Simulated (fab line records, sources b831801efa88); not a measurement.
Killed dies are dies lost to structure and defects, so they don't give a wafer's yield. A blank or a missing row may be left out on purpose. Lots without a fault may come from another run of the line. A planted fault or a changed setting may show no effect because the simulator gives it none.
Which tool did it? | flow sky130 | 14 lots, 42 wafers sampled, at 4 steps of a route of 708

WHAT THE GAUGES READ, wafer by wafer
SKY_SONOS_ONO_OVL_MEAS_14. Usual: SONOS_ONO_OVL -0.5 nm, standard deviation 1.4.
lot  | measured     | on         | SONOS_ONO_OVL (nm) | flag
L818 | day 12 14:34 | overlay-02 | -0.2 0.0 -0.2      |
L819 | day 12 17:40 | overlay-02 | -0.5 0.6 0.5       |
L821 | day 13 10:49 | overlay-02 | -1.9 0.6 -0.3      |
L822 | day 13 20:25 | overlay-02 | -3.6 -2.1 -2.8     |
L824 | day 14 11:49 | overlay-01 | -0.9 -1.6 -1.4     |
L826 | day 15 08:28 | overlay-01 | 0.3 -2.0 -2.2      |
L828 | day 16 01:14 | overlay-02 | 1.8 3.0 1.7        |
L827 | day 16 02:31 | overlay-02 | 0.6 -0.3 1.2       |
L830 | day 17 06:19 | overlay-01 | 0.0 0.6 -1.1       |
L831 | day 18 04:31 | overlay-02 | -1.5 0.3 -2.2      |
L836 | day 19 01:46 | overlay-01 | -1.8 -1.2 -1.5     |
L837 | day 19 11:40 | overlay-02 | 2.0 2.9 2.0        |
L840 | day 20 07:52 | overlay-01 | -1.2 -0.1 -0.2     |
L841 | day 20 15:49 | overlay-02 | -0.8 -1.0 -0.5     |

SKY_LI_CONTACT_OVL_MEAS_13. Usual: LI_CONTACT_OVL -5 nm, standard deviation 6.2.
lot  | measured     | on         | LI_CONTACT_OVL (nm) | flag
L818 | day 29 07:24 | overlay-01 | -9 -8 -15           |
L819 | day 29 08:01 | overlay-02 | -2 -1 -1            |
L821 | day 29 22:43 | overlay-02 | -3 -4 -7            |
L822 | day 30 08:48 | overlay-01 | -12 -10 -4          |
L824 | day 31 00:43 | overlay-02 | -21 -16 -10         |
L826 | day 31 22:42 | overlay-01 | -7 -3 -7            |
L828 | day 32 14:26 | overlay-02 | -15 -8 -2           |
L827 | day 32 15:12 | overlay-02 | 0 -3 -4             |
L830 | day 33 17:49 | overlay-01 | -10 -1 1            |
L831 | day 34 16:40 | overlay-01 | -2 5 4              |
L836 | day 35 09:04 | overlay-02 | 3 4 3               |
L837 | day 35 16:37 | overlay-01 | 2 3 3               |
L840 | day 36 07:37 | overlay-02 | -3 9 3              |
L841 | day 36 15:10 | overlay-01 | -7 -10 -10          |

SKY_VIA1_CD_MEAS_12: target cd 150 nm. Usual: cd_nm 150.3 nm, standard deviation 2.1.
lot  | measured     | on        | cd_nm (nm)        | flag
L818 | day 34 04:56 | cd_sem-02 | 147.4 147.8 148.6 |
L819 | day 34 05:07 | cd_sem-01 | 151.1 150.5 150.2 |
L821 | day 34 18:41 | cd_sem-02 | 154.3 153.1 153.4 |
L822 | day 35 02:59 | cd_sem-01 | 150.9 151.8 152.3 |
L824 | day 35 16:50 | cd_sem-02 | 154.8 153.1 152.4 |
L826 | day 36 15:23 | cd_sem-02 | 147.6 148.4 149.5 |
L828 | day 37 06:50 | cd_sem-02 | 149.6 150.5 149.3 |
L827 | day 37 08:17 | cd_sem-01 | 151.7 151.8 152.8 |
L830 | day 38 08:41 | cd_sem-02 | 147.3 148.9 148.7 |
L831 | day 39 05:29 | cd_sem-01 | 147.1 147.4 147.7 |
L836 | day 39 21:17 | cd_sem-01 | 152.1 151.2 152.0 |
L837 | day 40 03:41 | cd_sem-01 | 151.9 149.6 152.1 |
L840 | day 40 20:50 | cd_sem-02 | 153.6 152.1 153.2 |
L841 | day 41 03:28 | cd_sem-01 | 146.9 147.5 147.8 |

WHICH TOOL RAN EACH LOT (tool, then ch and the chambers of the sampled wafers, then the start)
lot  | SKY_LDD_P_DEVELOP_06
L818 | litho_track-03 ch 0, day 19 01:05
L819 | litho_track-03 ch 0, day 19 01:24
L821 | litho_track-02 ch 0, day 19 23:02
L822 | litho_track-02 ch 0, day 20 06:53
L824 | litho_track-04 ch 0, day 20 23:11
L826 | litho_track-02 ch 0, day 22 00:38
L828 | litho_track-04 ch 0, day 22 17:40
L827 | litho_track-02, day 22 21:02
L830 | litho_track-02, day 24 01:32
L831 | litho_track-03 ch 0, day 24 22:11
L836 | litho_track-02 ch 0, day 25 20:38
L837 | litho_track-02 ch 0, day 26 05:29
L840 | litho_track-02 ch 0, day 26 23:59
L841 | litho_track-02 ch 0, day 27 06:32
- SKY_LDD_P_DEVELOP_06: develop time 60 s.

WHAT THE TOOLS THEMSELVES READ (means of the sampled wafers that have a number; where no wafer has one, the mark that the record gives instead)
SKY_LDD_P_DEVELOP_06. Usual: chill_plate_temp_C 23.00 C, standard deviation 0.11.
lot  | tool           | chill_plate_temp_C (C) | flag
L818 | litho_track-03 | 23.07                  |
L819 | litho_track-03 | 23.12                  |
L821 | litho_track-02 | 22.97                  |
L822 | litho_track-02 | 23.02                  |
L824 | litho_track-04 | 22.90                  |
L826 | litho_track-02 | 23.18                  |
L828 | litho_track-04 | 23.09                  |
L827 | litho_track-02 | -                      | OFF
L830 | litho_track-02 | -                      | OFF
L831 | litho_track-03 | 22.84                  |
L836 | litho_track-02 | 23.00                  |
L837 | litho_track-02 | 23.03                  |
L840 | litho_track-02 | 22.83                  |
L841 | litho_track-02 | 22.96                  |

THE ANSWER, worked out from the rows above alone
Rule: a lot is off if the mean of its wafers that have a number lies more than 3 standard deviations from the usual mean. A lot without any number at a reading at which 4 lots or more have one is off too. The other lots that the step has rows for count as sound. The gauges are gone through in route order, then the tools' own readings, and for those a lot's mean is taken as printed above. The first step at which some lot is off is used, and at that step the reading that is off furthest; a lot without a number counts as furthest.
Off: L827, L830, at SKY_LDD_P_DEVELOP_06 (chill_plate_temp_C). Without a number there: L827, L830.
A tool fits if, at that step or a process step before it, it ran every lot that is off, and no sound lot after the first of them. None of those tried fits.

WHAT THE SIMULATOR HAD PUT IN
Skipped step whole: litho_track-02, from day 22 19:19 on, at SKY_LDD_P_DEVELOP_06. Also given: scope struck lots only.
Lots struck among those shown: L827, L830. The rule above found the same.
